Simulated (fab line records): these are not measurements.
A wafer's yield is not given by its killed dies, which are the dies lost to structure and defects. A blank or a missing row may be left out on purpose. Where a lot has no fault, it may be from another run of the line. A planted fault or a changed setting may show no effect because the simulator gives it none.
What tool caused it? + flow gf180mcu + Sampling: 6 lots, 18 wafers, 3 of 602 route steps

== WHAT EACH GAUGE READ, for each wafer ==
GF_POLY_GATE_THK_MEAS_01.
| lot  | measured     | on           | POLY_GATE_CVD_00_THK (nm)           |
|------|--------------|--------------|-------------------------------------|
| L929 | day 9 14:16  | filmMetro-01 | 202.6 204.1 201.1                   |
| L931 | day 10 04:05 | filmMetro-02 | 200.2 199.8 200.1                   |
| L934 | day 11 14:02 | filmMetro-01 | 200.9 201.6 202.0                   |
| L940 | day 12 17:05 | filmMetro-03 | 257.9 240.7 218.2 257.9 240.6 218.5 |
| L941 | day 13 04:11 | filmMetro-03 | 241.2 226.4 218.9 241.3 226.2 219.2 |
| L942 | day 13 17:58 | filmMetro-01 | 200.5 199.1 199.3                   |

== EACH LOT AND THE TOOL THAT RAN IT (in order: tool; ch and the chambers of the sampled wafers; start) ==
| lot  | GF_VT_IMPLANT_STRIP_20              | GF_POLY_GATE_CVD_00         |
|------|-------------------------------------|-----------------------------|
| L929 | plasmaAsher-03 ch 0,1, day 7 06:23  | lpcvd-02 ch 0, day 9 12:16  |
| L931 | plasmaAsher-04 ch 0,1, day 7 17:20  | lpcvd-02 ch 0, day 10 02:04 |
| L934 | plasmaAsher-02 ch 0,1, day 9 04:04  | lpcvd-01 ch 1, day 11 12:42 |
| L940 | plasmaAsher-03 ch 0,1, day 10 02:32 | lpcvd-01 ch 0, day 12 15:44 |
| L941 | plasmaAsher-03 ch 0,1, day 10 12:37 | lpcvd-01 ch 1, day 13 02:50 |
| L942 | plasmaAsher-02 ch 0,1, day 11 01:21 | lpcvd-02 ch 1, day 13 16:37 |
- GF_VT_IMPLANT_STRIP_20: strips in O2/N2.
- GF_POLY_GATE_CVD_00: deposits poly-Si, target thk 200 nm, time 1200 s.

== THE ANSWER, worked out from the rows above alone ==
Rule: the usual values come from the lots themselves. Put in order of their means at a reading, lots are off if they are a third of the lots or fewer, leave a main group of 4 or more, and stand apart from it by a gap of 3 or more times the standard deviation of the main group's means; of several such gaps the widest counts. A main group is skipped when, at the precision printed for the reading in the tables above, its means are all equal. Also off: a lot with no number at a reading for which 4 or more lots have one. Any other lot the step has rows for is counted as sound.
Off: L940, L941, seen at GF_POLY_GATE_THK_MEAS_01 (POLY_GATE_CVD_00_THK). The main group has a mean of 200.9 nm with a standard deviation of 1.2.
If a tool, at a process step before that reading, ran all the lots that are off and no sound lot after the first of them, it fits. Those tools and the gauges at GF_POLY_GATE_THK_MEAS_01 are tried in the same way. Can't be told from this: 3 tools fit, plasmaAsher-03 at GF_VT_IMPLANT_STRIP_20, lpcvd-01 at GF_POLY_GATE_CVD_00, filmMetro-03 at GF_POLY_GATE_THK_MEAS_01.

== WHAT THE SIMULATOR HAD INSERTED ==
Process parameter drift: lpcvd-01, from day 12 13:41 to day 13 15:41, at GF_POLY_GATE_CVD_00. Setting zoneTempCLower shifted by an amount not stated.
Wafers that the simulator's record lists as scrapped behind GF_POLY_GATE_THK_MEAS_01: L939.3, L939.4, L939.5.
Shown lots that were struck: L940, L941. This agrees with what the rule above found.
